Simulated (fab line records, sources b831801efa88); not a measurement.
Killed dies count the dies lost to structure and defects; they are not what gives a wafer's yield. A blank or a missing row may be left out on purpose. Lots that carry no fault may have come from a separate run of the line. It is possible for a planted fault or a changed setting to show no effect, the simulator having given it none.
A lot that was struck, set against a sound lot || flow sky130 || 20 out of 708 route steps
Sound: wafers L625.2, L625.3, L625.6. Wafers struck: L630.1, L630.4, L630.6. The cause is named last.
For every step that has rows: the tool of each side, followed by ch and its chambers, followed by its first start. Under that, the readings that differ: sound wafers || struck wafers || difference of the means || sigmas: that difference in standard deviations of wafers without a fault.
alike: a reading whose means differ by less than 2 such deviations, as well as words and numbers matching on both sides. not compared: withheld readings; readings where some wafer has no value; bounds like >300 that might hide an equal value; numbers whose values overlap and for which the record gives no deviation.
Wherever a step has rows on one side only, a row that says differs or no value, or a row with sigmas, the two part there. Non-overlapping numbers with no deviation appear without sigmas and do not part them. Lack of a reading on every wafer of one side parts them only where that side has two or more wafers.

first, 4 steps without rows for these wafers: SKY_NWELL_SOFTBAKE_06; SKY_NWELL_EXPOSE_07 (exposes mask NWM, target cd 840 nm); SKY_NWELL_PEB_08; SKY_NWELL_DEVELOP_09 (develop time 60 s).
SKY_NWELL_OVL_MEAS_10:
  struck on overlay-02, day 9 09:59; sound on overlay-02, day 8 08:26
  alike: NWELL_00_OVL
then, 3 steps without rows for these wafers: SKY_NWELL_IMPLANT_11; SKY_NWELL_IMPLANT_12; SKY_NWELL_IMPLANT_13.
SKY_NWELL_STRIP_14: strips in O2/N2.
  sound on plasma asher-02 ch 1, day 8 08:55; struck on plasma asher-02 ch 0, day 9 10:28
{"reading": "strip time to endpoint s (s)", "sound": "36.74 36.77 36.81", "struck": "36.92 37.01 37.06", "difference": "+0.22", "sigmas": "+2"}
  alike: drypump motor current A, oes product au
  not compared: rf hours counter h
SKY_NWELL_TW_MEAS_15:
  struck on film metro-04, day 9 10:34; sound on film metro-01, day 8 09:02
  alike: NWELL_TW
then, 2 steps without rows for these wafers: SKY_NWELL_DEHYDRATE_16 (time 60 s); SKY_NWELL_HMDS_17 (prime time 60 s).
SKY_NWELL_COAT_18: resist thk 3000 nm.
  sound on litho track-04 ch 0, day 8 19:52; struck on litho track-02, day 9 21:05
  no value came back on the struck wafers for chill plate temp C (C), dispense pressure kPa (kPa); on the sound wafers chill plate temp C (C) reads 22.93 23.00 23.17
then, 4 steps without rows for these wafers: SKY_NWELL_SOFTBAKE_19; SKY_NWELL_EXPOSE_20 (exposes mask NWM COMPLEMENT, target cd 840 nm); SKY_NWELL_PEB_21; SKY_NWELL_DEVELOP_22 (develop time 60 s).
SKY_NWELL_OVL_MEAS_23:
  struck on overlay-01, day 10 08:38; sound on overlay-02, day 9 05:50
{"reading": "NWELL_01_OVL (nm)", "sound": "-0.7 0.9 0.9", "struck": "- - -", "difference": "no value on the struck wafers", "sigmas": ""}
then, 1 step without rows for these wafers: SKY_NWELL_IMPLANT_24.
-- the record jumps here: 41 days lie between the struck wafers' starts before and after (it left off in module NWELL and takes up again in module PAD_OPEN, whose first step shown is number 708 of the route) --
SKY_PAD_OPEN_PROBE_99:
  struck on prober-01, day 51 15:24; sound on prober-01, day 51 10:55
{"reading": "killed at front end", "sound": "16 15 19", "struck": "417 422 417", "difference": "+402", "sigmas": "+89"}
{"reading": "killed dies", "sound": "83 79 73", "struck": "492 492 492", "difference": "+414", "sigmas": "+42"}
{"reading": "killed on rim", "sound": "16 21 11", "struck": "96 96 96", "difference": "+80", "sigmas": "+21"}
  alike: killed_at_M0_to_M3, killed_at_M4_up, killed at contacts, killed at other, killed open, killed short

## WHERE THEY PART
At SKY_NWELL_STRIP_14 first; at SKY_PAD_OPEN_PROBE_99 last (within this record only).

WHY: whatever the simulator had introduced
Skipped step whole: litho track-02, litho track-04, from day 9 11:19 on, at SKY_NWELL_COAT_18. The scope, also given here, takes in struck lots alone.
